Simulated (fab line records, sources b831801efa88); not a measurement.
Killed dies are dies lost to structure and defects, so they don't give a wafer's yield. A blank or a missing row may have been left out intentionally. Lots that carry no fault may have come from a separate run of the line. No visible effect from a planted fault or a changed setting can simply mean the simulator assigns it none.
Tool commonality check ; flow sky130 ; 11 lots and 36 wafers in the sample

== WHY IT WAS OPENED ==
At SKY_LDD_HVN_TW_MEAS_10 the reading LDD_HVN_TW is flagged on 1 of 11 lots. No-fault wafers: 1435, standard deviation 12.
Rule: flag the lot when none of its wafers has a number, or when each of its wafers that has one lies beyond 4 standard deviations from that mean. As for the other lots, they are considered sound.

lot;measured;on;LDD_HVN_TW, wafer by wafer;flag
L182;day 21 00:43;film-metro-01;1426 1426 1417;
L184;day 21 12:10;film-metro-03;1449 1458 1462;
L187;day 22 16:35;film-metro-03;30 30 30 30 30 30;FLAGGED
L193;day 24 23:08;film-metro-01;1432 1430 1425;
L194;day 24 23:26;film-metro-03;1452 1457 1461;
L195;day 25 11:10;film-metro-01;1425 1421 1421;
L196;day 26 03:53;film-metro-01;1425 1425 1425;
L197;day 26 07:08;film-metro-04;1430 1434 1436;
L198;day 26 09:46;film-metro-04;1434 1434 1429;
L200;day 27 09:19;film-metro-01;1428 1428 1433;
L203;day 28 03:44;film-metro-03;1450 1441 1443;
The numbers of the flagged lots are 30 on average: -1405 against the usual, or -99 or more standard deviations.

== WHICH TOOL RAN EACH LOT ==
2 process steps preceding the reading are held in the record, out of 708 steps in the route. Cell contents, in order: the tool; ch with the chambers the sampled wafers went through; the start.
lot;flag;SKY_LDD_P_STRIP_10;SKY_LDD_HVN_STRIP_09
L182;;plasma-asher-03 ch 0,1, day 19 17:56;plasma-asher-02 ch 0, day 21 00:37
L184;;plasma-asher-01 ch 0,1, day 20 04:59;plasma-asher-03 ch 0,1, day 21 12:04
L187;FLAGGED;plasma-asher-03 ch 0,1, day 21 08:56;plasma-asher-02 ch 0,1, day 22 16:31
L193;;plasma-asher-01 ch 0,1, day 23 17:29;plasma-asher-03 ch 0,1, day 24 23:01
L194;;plasma-asher-01 ch 0,1, day 23 17:50;plasma-asher-02 ch 0,1, day 24 23:19
L195;;plasma-asher-03 ch 0,1, day 24 05:05;plasma-asher-03 ch 0,1, day 25 11:04
L196;;plasma-asher-03 ch 0,1, day 24 21:59;plasma-asher-02 ch 0,1, day 26 03:47
L197;;plasma-asher-03 ch 0,1, day 25 01:26;plasma-asher-02 ch 0,1, day 26 07:02
L198;;plasma-asher-01 ch 0,1, day 25 04:20;plasma-asher-02 ch 0,1, day 26 09:40
L200;;plasma-asher-03 ch 0,1, day 26 04:47;plasma-asher-03 ch 0,1, day 27 09:13
L203;;plasma-asher-03 ch 0,1, day 26 22:04;plasma-asher-01 ch 0,1, day 28 03:38
What is done by these steps:
- SKY_LDD_P_STRIP_10: strips in O2/N2.
- SKY_LDD_HVN_STRIP_09: strips in O2/N2.
- SKY_LDD_HVN_TW_MEAS_10

== FLAGGED OVER TOTAL, TOOL BY TOOL (the gauges that took the reading come last) ==
step;tool;lots run;flagged;share of the flagged lots;sound lots run after its first flagged lot
SKY_LDD_P_STRIP_10;plasma-asher-01;4;0;none;-
SKY_LDD_P_STRIP_10;plasma-asher-03;7;1;all;5 (L195,L196,L197,L200,L203)
SKY_LDD_HVN_STRIP_09;plasma-asher-01;1;0;none;-
SKY_LDD_HVN_STRIP_09;plasma-asher-02;6;1;all;4 (L194,L196,L197,L198)
SKY_LDD_HVN_STRIP_09;plasma-asher-03;4;0;none;-
SKY_LDD_HVN_TW_MEAS_10;film-metro-01;5;0;none;-
SKY_LDD_HVN_TW_MEAS_10;film-metro-03;4;1;all;2 (L194,L203)
SKY_LDD_HVN_TW_MEAS_10;film-metro-04;2;0;none;-

== WHAT THE TABLE PERMITS ==
In the table, 3 rows ran each flagged lot (plasma-asher-03 at SKY_LDD_P_STRIP_10; plasma-asher-02 at SKY_LDD_HVN_STRIP_09; film-metro-03 at SKY_LDD_HVN_TW_MEAS_10).
- plasma-asher-03 at SKY_LDD_P_STRIP_10: 1 of its 7 lots flagged. After the first flagged lot (L195, L196, L197, L200, L203), sound lots still ran on it; a lasting fault on the whole tool would not permit that. Its own readings lie more than 4 standard deviations out on every wafer of the flagged lots: oes-product-au.
- plasma-asher-02 at SKY_LDD_HVN_STRIP_09: 1 of its 6 lots flagged. After the first flagged lot (L194, L196, L197, L198), sound lots still ran on it; a lasting fault on the whole tool would not permit that. Its own readings lie more than 4 standard deviations out on every wafer of the flagged lots: oes-product-au, strip-time-to-endpoint-s.
- film-metro-03 at SKY_LDD_HVN_TW_MEAS_10: 1 of its 4 lots flagged. After the first flagged lot (L194, L203), sound lots still ran on it; a lasting fault on the whole tool would not permit that.
Every row of the table either missed a flagged lot or ran a sound lot after the first.

== WHAT THE SIMULATOR HAD INSERTED ==
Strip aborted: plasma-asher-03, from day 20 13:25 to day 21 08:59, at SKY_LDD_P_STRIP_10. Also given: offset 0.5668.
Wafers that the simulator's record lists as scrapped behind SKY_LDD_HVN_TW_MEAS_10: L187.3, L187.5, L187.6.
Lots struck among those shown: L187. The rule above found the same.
